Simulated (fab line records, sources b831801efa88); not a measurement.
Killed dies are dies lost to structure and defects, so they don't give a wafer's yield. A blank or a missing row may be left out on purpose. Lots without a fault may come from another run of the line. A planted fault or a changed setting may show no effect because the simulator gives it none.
Which tool did it? | flow gf180mcu | 15 lots, 45 wafers sampled, at 2 steps of a route of 602

WHAT THE GAUGES READ, wafer by wafer
GF_M4_RS_MEAS_05: measures by four-point-probe.
lot  | measured     | on            | M4_ALCU_RS (ohm/sq)
L528 | day 22 12:25 | film_metro-04 | 0.0696 0.0696 0.0695
L529 | day 23 00:47 | film_metro-02 | 0.0692 0.0680 0.0688
L530 | day 23 05:06 | film_metro-04 | 0.0681 0.0686 0.0675
L531 | day 23 17:25 | film_metro-03 | 0.0677 0.0678 0.0689
L532 | day 23 23:16 | film_metro-04 | 0.0687 0.0683 0.0693
L536 | day 25 05:33 | film_metro-02 | 0.0682 0.0690 0.0687
L537 | day 25 14:36 | film_metro-04 | 0.0686 0.0685 0.0690
L539 | day 26 07:20 | film_metro-02 | 0.0687 0.0690 0.0696
L541 | day 26 22:16 | film_metro-04 | 0.0702 0.0699 0.0695
L544 | day 28 00:08 | film_metro-04 | 0.0691 0.0694 0.0691
L545 | day 28 19:35 | film_metro-03 | 0.0681 0.0671 0.0676
L548 | day 29 05:15 | film_metro-02 | 0.0692 0.0685 0.0689
L549 | day 29 10:41 | film_metro-04 | 0.0686 0.0689 0.0682
L551 | day 29 20:14 | film_metro-04 | 0.0697 0.0689 0.0694
L550 | day 29 22:11 | film_metro-02 | 0.0695 0.0688 0.0694

WHICH TOOL RAN EACH LOT (tool, then ch and the chambers of the sampled wafers, then the start)
lot  | GF_V3_CMP_26
L528 | cmp-02 ch 0,2,3, day 22 11:57
L529 | cmp-02 ch 1,2,3, day 23 00:14
L530 | cmp-02 ch 0,1,3, day 23 04:41
L531 | cmp-01 ch 0,2,3, day 23 16:53
L532 | cmp-02 ch 0,3, day 23 22:45
L536 | cmp-02 ch 0,2,3, day 25 05:01
L537 | cmp-02 ch 0,1,3, day 25 14:04
L539 | cmp-01 ch 0,3, day 26 06:52
L541 | cmp-01 ch 0,1,2, day 26 21:44
L544 | cmp-02 ch 0,1,2, day 27 23:38
L545 | cmp-02 ch 1,2,3, day 28 19:04
L548 | cmp-01 ch 1,3, day 29 04:41
L549 | cmp-02 ch 0,1,2, day 29 10:10
L551 | cmp-02 ch 1,3, day 29 19:41
L550 | cmp-01 ch 0,1,3, day 29 21:45
- GF_V3_CMP_26: polishes, stops on SiO2, t overpolish 15 s, target thk 0 nm.

WHAT THE TOOLS THEMSELVES READ (means of the sampled wafers that have a number; where no wafer has one, the mark that the record gives instead)
GF_V3_CMP_26.
lot  | tool   | motor_current_A (A) | overpolish_run_s (s) | slurry_filter_dp_kPa (kPa) | time_to_endpoint_s (s)
L528 | cmp-02 | 10.3                | 14.999               | 13.56                      | 88
L529 | cmp-02 | 10.4                | 15.010               | 13.40                      | 87
L530 | cmp-02 | 11.3                | 15.003               | 13.43                      | 86
L531 | cmp-01 | 9.9                 | 14.995               | 13.45                      | 85
L532 | cmp-02 | 11.4                | 14.999               | 13.41                      | 84
L536 | cmp-02 | 10.2                | 15.004               | 13.56                      | 86
L537 | cmp-02 | 11.6                | 15.001               | 13.50                      | 83
L539 | cmp-01 | 10.4                | 15.006               | 13.43                      | 79
L541 | cmp-01 | 9.9                 | 14.998               | 13.50                      | 81
L544 | cmp-02 | 11.1                | 15.004               | 13.57                      | 82
L545 | cmp-02 | 10.2                | 15.000               | 13.57                      | 86
L548 | cmp-01 | 9.3                 | 14.993               | 13.49                      | 79
L549 | cmp-02 | 10.9                | 14.997               | 13.70                      | 85
L551 | cmp-02 | 10.5                | 14.996               | 13.43                      | 88
L550 | cmp-01 | 9.7                 | 15.003               | 13.56                      | 83

THE ANSWER, worked out from the rows above alone
Rule: what is usual is taken from the lots themselves. Put in order of their means at a reading, lots are off if they are a third of the lots or fewer, leave a main group of 4 or more, and stand apart from it by a gap of 3 or more times the standard deviation of the main group's means; of several such gaps the widest counts. A main group whose means are all the same, to the digits that the tables above print for the reading, isn't used. A lot without any number at a reading at which 4 lots or more have one is off too. The other lots that the step has rows for count as sound. The gauges are gone through in route order, then the tools' own readings, and for those a lot's mean is taken as printed above. The first step at which some lot is off is used, and at that step the reading that is off furthest; a lot without a number counts as furthest.
No lot is off at any reading shown: from this, nothing can be told.

WHAT THE SIMULATOR HAD PUT IN
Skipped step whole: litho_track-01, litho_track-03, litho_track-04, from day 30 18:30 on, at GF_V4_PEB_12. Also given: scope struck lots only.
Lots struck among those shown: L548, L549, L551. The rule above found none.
